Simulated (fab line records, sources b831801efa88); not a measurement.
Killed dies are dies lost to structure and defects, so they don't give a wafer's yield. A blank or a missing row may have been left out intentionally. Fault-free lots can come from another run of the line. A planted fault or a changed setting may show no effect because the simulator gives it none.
8D (eight disciplines) problem report, filled in by code -- flow sky130 -- the parts of the form that need people (team, actions taken, sign-off) are left out

1. THE PROBLEM
Wafers with no fault read 0.4000 Pa with a standard deviation of 0.00083, whereas chamber pressure pa at SKY_METAL5_SPUTTER_02 reads a mean of 0.4415 Pa on 1 wafer of 1 lot. That is +50 standard deviations from the usual mean.
The step: material AlCu, target thk 1150 nm, time 61.2 s.
Earliest sighting: wafer L444.4 on pvd sputter-01 at day 45 20:49. Wafers with a number at this step in the record: 15, from 5 lots. By rule, "out" or "out of limits" means more than 4 standard deviations away from the usual mean. The other wafers with a number count as sound.

2. WHAT IT IS, AND WHAT IT ISN'T
question,is,is not
which readings at this step,chamber pressure pa,"cathode dc power W, throttle valve pct"
which lots,L444,"L432, L440, L454, L455"
which wafers of those lots,L444.4,"L444.3, L444.6"
read on which tools,pvd sputter-01,"pvd sputter-03, pvd sputter-04"
when,from day 45 20:49,"up to then (8 sound wafers); but 6 sound wafers of L454, L455 came after"

3. SUSPECTS, AND WHAT RULES EACH OUT
Counting: a tool at a process step up to the reading stays a suspect if it ran every lot that is out. Sound lots after the first of them don't rule it out here, since some wafers of a struck lot are sound.
- plasma asher-02 at SKY_VIA4_STRIP_13 (strips in O2/N2): kept. L444, the lot that is out, went through it at day 45 18:11; up to then, the latest sound lot through it was L440 at day 44 18:20.
- cvd w-01 at SKY_VIA4_CVD_18 (deposits W, target thk 505 nm, time 152.14 s): kept. L444, the lot that is out, went through it at day 45 19:01; up to then, the latest sound lot through it was L440 at day 44 19:00.
- cmp-02 at SKY_VIA4_CMP_21 (polishes, stops on SiO2, t overpolish 25 s, target thk 0 nm): kept. L444, the lot that is out, went through it at day 45 20:28; up to then, the latest sound lot through it was L440 at day 44 19:20.
- pvd sputter-01 at SKY_METAL5_SPUTTER_01 (material TiN, target thk 20 nm, time 16.7 s): kept. L444, the lot that is out, went through it at day 45 20:48; up to then, the latest sound lot through it was L432 at day 42 02:06.
- pvd sputter-01 at SKY_METAL5_SPUTTER_02 (material AlCu, target thk 1150 nm, time 61.2 s): kept. L444, the lot that is out, went through it at day 45 20:49; up to then, the latest sound lot through it was L432 at day 42 02:08. Its own readings are out on those wafers: chamber pressure pa.
- Within plasma asher-02 at SKY_VIA4_STRIP_13: the wafers that are out ran in chamber 1; their sound lot-mates ran in chamber 0.
- Within cvd w-01 at SKY_VIA4_CVD_18: the wafers that are out ran in chamber 0; their sound lot-mates ran in chamber 1.
- Within cmp-02 at SKY_VIA4_CMP_21: the wafers that are out ran in chamber 1; their sound lot-mates ran in chamber 0.
Left after counting: plasma asher-02 at SKY_VIA4_STRIP_13, cvd w-01 at SKY_VIA4_CVD_18, cmp-02 at SKY_VIA4_CMP_21, pvd sputter-01 at SKY_METAL5_SPUTTER_01, pvd sputter-01 at SKY_METAL5_SPUTTER_02.

4. THE CAUSE (what the simulator had put in)
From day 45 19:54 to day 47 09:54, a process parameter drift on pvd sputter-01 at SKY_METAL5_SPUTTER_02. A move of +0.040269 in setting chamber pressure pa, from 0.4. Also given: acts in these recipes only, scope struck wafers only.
5 suspects survive the count, and this tool is in that group.

5. THE CHAIN OF EFFECTS, in route order
One row per reading whose mean, taken over the struck wafers that have a number, lies over 3 standard deviations from the usual. Readings are gone through only where the record gives a usual standard deviation; hours: the median, over the lots, of the time from a lot's start at the first step in this table giving one to that lot's start at this step; sigmas: the change measured in usual standard deviations.
hours,step,reading,usual,on struck wafers,change,sigmas
0,SKY_METAL5_SPUTTER_02,chamber pressure pa,0.4000 Pa,0.4415,+0.0415,+50
0,SKY_METAL5_RS_MEAS_05,METAL5_ALCU_RS,0.0272 ohm/sq,0.0284,+0.0012,+3.5
20,SKY_METAL5_METAL_ETCH_15,bcl3 flow sccm,30.01 sccm,30.27,+0.26,+3.0
Its process steps:
- SKY_METAL5_SPUTTER_02: material AlCu, target thk 1150 nm, time 61.2 s.
- SKY_METAL5_METAL_ETCH_15: etches the open film in Cl2/BCl3, stops on SiO2, target depth 1260 nm, time 252 s.
Later steps that measure or inspect, where all struck wafers having a row at the step show a number for every such reading and not one has moved that far: SKY_METAL5_THK_MEAS_06.

6. WHAT WOULD HAVE CAUGHT IT SOONER
In this record the first reading out of limits was taken at day 45 20:49, 1 hour after the fault began at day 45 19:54.
